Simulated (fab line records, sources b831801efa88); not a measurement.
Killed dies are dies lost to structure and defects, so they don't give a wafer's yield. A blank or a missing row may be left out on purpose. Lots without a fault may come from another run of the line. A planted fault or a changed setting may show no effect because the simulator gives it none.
A struck lot beside a sound one | flow sfq_line | 14 steps out of a route of 325
Sound: wafers L866.1, L866.5, L866.6. Struck: wafers L876.3, L876.4, L876.5. The cause comes at the end.
At each step with rows: each side's tool, then ch and its chambers, then its first start. Under that, the readings that differ: sound wafers | struck wafers | difference of the means | sigmas: that difference in standard deviations of wafers without a fault.
alike: readings whose means differ by less than 2 such deviations, and words and numbers that are the same on both sides. not compared: withheld readings, readings that some wafer has no value for, bounds like >300 that may hide the same value, and numbers for which the record gives no deviation and whose values overlap.
The two part at a step that has a row with sigmas, a row that says differs or no value, or rows on one side only. Numbers that don't overlap but have no deviation are shown without sigmas and don't part them. A reading that every wafer of one side lacks parts them only if that side has two wafers or more.

first, 6 steps without rows for these wafers: SFQ_TRILAYER_M3_LITHO_COAT_080 (resist thk 62 nm); SFQ_TRILAYER_M3_LITHO_COAT_075 (resist thk 600 nm); SFQ_TRILAYER_M3_LITHO_SOFTBAKE_079; SFQ_TRILAYER_M3_LITHO_EXPOSE_076 (exposes mask M3, target cd 500 nm); SFQ_TRILAYER_M3_LITHO_PEB_078 (peb time 60 s); SFQ_TRILAYER_M3_LITHO_DEVELOP_077 (time 60 s).
SFQ_M3_OVL_MEAS_921:
  sound on overlay-01, day 28 13:59; struck on overlay-02, day 33 02:04
  alike: M3_OVL
SFQ_TRILAYER_M3_BARC_OPEN_METAL_ETCH_100: etches BARC in O2, target depth 125 nm, time 41.7 s.
  sound on rie_metal-03 ch 0,1, day 28 14:01; struck on rie_metal-04 ch 0,1, day 33 02:07
  alike: drypump_motor_current_A, oes_product_au
  not compared: rf_hours_counter_h
SFQ_TRILAYER_M3_ETCH_METAL_ETCH_078: etches Nb in Cl2/Ar, stops on SiO2, target depth 240 nm, time 120 s.
  sound on rie_metal-03 ch 0,1, day 28 14:04; struck on rie_metal-04 ch 0,1, day 33 02:11
  alike: drypump_motor_current_A, oes_product_au
  not compared: rf_hours_counter_h
SFQ_TRILAYER_M3_STRIP_STRIP_079: strips in O2.
  sound on rie_metal-03 ch 0,1, day 28 14:12; struck on rie_metal-04 ch 0,1, day 33 02:28
  alike: drypump_motor_current_A, oes_product_au
  not compared: rf_hours_counter_h
then, 1 step without rows for these wafers: SFQ_TRILAYER_M3_STRIP_SOLV_CLEAN_080 (cleans in NMP, time 600 s).
SFQ_TRILAYER_I3_DEP_PECVD_081: deposits SiO2 from SiH4/N2O, time 111.11 s, target thk 500 nm.
  sound on pecvd-01 ch 0,1,2, day 28 14:58; struck on pecvd-04 ch 1,2, day 33 03:03
  alike: heater_power_w, throttle_valve_pct
SFQ_TRILAYER_I3_CMP_CMP_082: polishes SiO2.
  sound on cmp-01 ch 0,3, day 28 23:33; struck on cmp-01 ch 0,2, day 34 02:17
  reading                 | sound             | struck            | difference | sigmas
  head_pressure_psi (psi) | 2.994 2.998 3.003 | 3.759 3.766 3.761 | +0.764     | +99 or more
  time_to_endpoint_s (s)  | 224 216 227       | 165 177 174       | -50        | -7
  alike: edge_zone_pressure_frac, motor_current_A, platen_rpm
SFQ_I3_BOW_MEAS_922:
  sound on film_metro-02, day 29 02:03; struck on film_metro-02, day 34 05:20
  alike: I3_BOW

WHERE THEY PART
Only at SFQ_TRILAYER_I3_CMP_CMP_082, within this record. Later steps at which nothing parts them and some readings are alike: SFQ_I3_BOW_MEAS_922.

WHY: what the simulator had put in
Process parameter drift: cmp-01, from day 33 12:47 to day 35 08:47, at SFQ_TRILAYER_I3_CMP_CMP_082. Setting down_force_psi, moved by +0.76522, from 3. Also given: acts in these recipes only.
